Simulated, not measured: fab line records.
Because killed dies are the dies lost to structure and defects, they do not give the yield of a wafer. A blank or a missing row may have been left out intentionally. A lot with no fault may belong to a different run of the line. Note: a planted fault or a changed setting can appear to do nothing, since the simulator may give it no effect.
A lot that was struck, set against a sound lot -- flow sky130 -- 16 steps out of a route of 708
Sound: these wafers, L301.2, L301.5, L301.6. Struck: wafers L316.2, L316.5, L316.6. The cause is named last.
For every step that has rows: the tool of each side, followed by ch and its chambers, followed by its first start. Under that, the readings that differ: sound wafers -- struck wafers -- difference of the means -- sigmas: that difference in standard deviations of wafers without a fault.
alike: a reading whose means differ by less than 2 such deviations, as well as words and numbers matching on both sides. not compared: withheld readings; readings where some wafer has no value; bounds like >300 that might hide an equal value; numbers whose values overlap and for which the record gives no deviation.
The two part at a step that has a row with sigmas, a row that says differs or no value, or rows on one side only. Non-overlapping numbers with no deviation appear without sigmas and do not part them. A reading missing from all wafers of one side parts the sides only when that side holds two or more wafers.

SKY_FIELD_ISO_THK_MEAS_02:
  sound: filmMetro-01 at day 2 19:33; struck: filmMetro-01 at day 5 21:38
  alike: FIELD_ISO_OXIDATION_00_THK
then, 1 step without rows for these wafers: SKY_FIELD_ISO_CVD_03 (deposits Si3N4 from DCS/NH3, target thk 165 nm, time 2830 s).
SKY_FIELD_ISO_THK_MEAS_04:
  sound: filmMetro-02 at day 2 21:24; struck: filmMetro-03 at day 5 23:29
  alike: FIELD_ISO_CVD_03_THK
then, 8 steps without rows for these wafers: SKY_FIELD_ISO_DEHYDRATE_05 (time 60 s); SKY_FIELD_ISO_HMDS_06 (prime time 60 s); SKY_FIELD_ISO_COAT_07 (resist thk 60 nm); SKY_FIELD_ISO_COAT_08 (resist thk 450 nm); SKY_FIELD_ISO_SOFTBAKE_09 (time 90 s); SKY_FIELD_ISO_EXPOSE_10 (exposes mask FOM, target cd 150 nm); SKY_FIELD_ISO_PEB_11; SKY_FIELD_ISO_DEVELOP_12 (develop time 60 s).
SKY_FIELD_ISO_CD_MEAS_13 targets a cd of 150 nm.
  sound: cdSem-02 at day 3 13:55; struck: cdSem-02 at day 6 17:46
  alike: cdNm
SKY_FIELD_ISO_ETCH_14: etches BARC in N2/H2, stops on SiO2, time 45.9 s, target depth 60 nm.
  sound on rieDiel-04 ch 0,2, day 3 14:01; struck on rieDiel-02 ch 0,1,2, day 6 17:52
  no value came back on the struck wafers for any of 6 readings (biasW (W), chamberPressureMTorr (mTorr) and others); on the sound wafers biasW (W) reads 100.11 99.87 99.88
reading,sound,struck,difference,sigmas
model.KrF-thick_of_FIELD_ISO_COAT_08.thkNm (nm),390.8 392.3 389.9,435.2 436 436.9,+45.0,
  not compared: rfHoursCounterH
SKY_FIELD_ISO_ETCH_15: etches the open film in CHF3/O2, stops on Si, target depth 180 nm, time 72 s.
  sound on rieDiel-04 ch 0,2, day 3 14:03; struck on rieDiel-02 ch 0,1,2, day 6 17:54
reading,sound,struck,difference,sigmas
oesProductAu (a.u.),0.896 0.894 0.894,0.377 0.377 0.374,-0.519,-81
throttleValvePct (%),8.825 8.827 8.831,8.667 8.682 8.683,-0.150,-17
model.KrF-thick_of_FIELD_ISO_COAT_08.thkNm (nm),232.7 240.5 230.3,277.7 283 280.6,+45.9,
  alike: O2_flow_sccm, biasW, drypumpMotorCurrentA
  not compared: rfHoursCounterH
SKY_FIELD_ISO_STRIP_16: strips in O2/N2.
  sound on plasmaAsher-02 ch 0,1, day 3 14:07; struck on plasmaAsher-03 ch 0,1, day 6 17:58
reading,sound,struck,difference,sigmas
oesProductAu (a.u.),0.368 0.378 0.377,0.404 0.392 0.403,+0.025,+5
stripTimeToEndpointS (s),3.50 3.60 3.47,3.98 4.06 4.02,+0.50,+11
  alike: drypumpMotorCurrentA, o2FlowSccm
  not compared: rfHoursCounterH
SKY_FIELD_ISO_ETCH_17: etches Si in HBr/Cl2/O2, target depth 342 nm, time 97.7 s.
  sound on rieSi-01 ch 0,1,2, day 3 14:13; struck on rieSi-02 ch 2,3, day 6 18:04
  alike: HBr_flow_sccm, O2_flow_sccm, drypumpMotorCurrentA, oesProductAu, throttleValvePct
  not compared: rfHoursCounterH

== WHERE THEY PART ==
Last at SKY_FIELD_ISO_STRIP_16 as far as this record goes, first at SKY_FIELD_ISO_ETCH_14. Later steps at which nothing parts them and some readings are alike: SKY_FIELD_ISO_ETCH_17.

WHY: whatever the simulator had introduced
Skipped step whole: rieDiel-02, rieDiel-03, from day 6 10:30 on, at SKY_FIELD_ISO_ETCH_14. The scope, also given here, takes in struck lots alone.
